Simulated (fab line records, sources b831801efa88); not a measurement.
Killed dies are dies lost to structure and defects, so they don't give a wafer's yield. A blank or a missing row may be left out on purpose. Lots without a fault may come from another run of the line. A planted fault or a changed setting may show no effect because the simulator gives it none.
Problem report in the 8D (eight disciplines) form, filled by code | flow gf180mcu | the parts of the form that need people (team, actions taken, sign-off) are left out

1. THE PROBLEM
chamber_pressure_pa at GF_MIM_SPUTTER_07 reads a mean of 0.4291 Pa on 9 wafers of 3 lots; wafers without a fault read 0.4001 Pa with a standard deviation of 0.00076. That is +38 standard deviations from the usual mean.
The step: material TiN, target thk 60 nm, time 50 s.
First seen on wafer L739.1, day 27 04:48, on pvd_sputter-01. The record holds 39 wafers of 13 lots with a number at this step. Rule for "out", or "out of limits": more than 4 standard deviations from the usual mean. The other wafers with a number count as sound.

2. WHAT IT IS AND WHAT IT IS NOT
question                    | is                     | is not
which readings at this step | chamber_pressure_pa    | -
which lots                  | L739, L741, L742       | L745, L746, L747, L749, L750, L751, L752, L753, L754, L755
which wafers of those lots  | all that have a number | -
read on which tools         | pvd_sputter-01         | pvd_sputter-02, pvd_sputter-04
when                        | from day 27 04:48      | up to then (0 sound wafers); but 30 sound wafers of L745, L746, L747, L749, L750, L751, L752, L753, L754, L755 came after

3. SUSPECTS, AND WHAT RULES EACH OUT
Counting: a tool at a process step up to the reading stays a suspect if it ran every lot that is out and no sound lot after the first of them.
- pvd_sputter-02 at GF_MIM_SPUTTER_01 (material TiN, target thk 30 nm, time 25 s): ruled out as a lasting fault. Sound lots L752 ran on it after its first lot that is out, L739 (day 27 04:35).
- pvd_sputter-02 at GF_MIM_SPUTTER_04 (material TiN, target thk 50 nm, time 41.7 s): ruled out as a lasting fault. Sound lots L752 ran on it after its first lot that is out, L739 (day 27 04:40).
- pvd_sputter-01 at GF_MIM_SPUTTER_07 (material TiN, target thk 60 nm, time 50 s): ruled out as a lasting fault. Sound lots L751, L752, L754 ran on it after its first lot that is out, L739 (day 27 04:48).
Left after counting: nothing in the record.

4. THE CAUSE (what the simulator had put in)
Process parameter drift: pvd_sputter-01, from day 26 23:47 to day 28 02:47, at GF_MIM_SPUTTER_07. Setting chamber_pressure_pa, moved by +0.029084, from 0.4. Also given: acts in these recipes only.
Counting ruled it out, wrongly.

5. THE CHAIN OF EFFECTS, in route order
Each row: a reading whose mean over the struck wafers that have a number lies more than 3 standard deviations from the usual. Only readings for which the record gives a usual standard deviation are gone through. hours: the time from each lot's start at the first step in this table that gives one to its start at this step, as a median over the lots. sigmas: the change in usual standard deviations.
hours | step              | reading             | usual     | on struck wafers | change  | sigmas
0     | GF_MIM_SPUTTER_07 | chamber_pressure_pa | 0.4001 Pa | 0.4291           | +0.0290 | +38
The process steps in it:
- GF_MIM_SPUTTER_07: material TiN, target thk 60 nm, time 50 s.

6. WHAT WOULD HAVE CAUGHT IT SOONER
In this record the first reading out of limits was taken at day 27 04:48, 5 hours after the fault began at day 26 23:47.
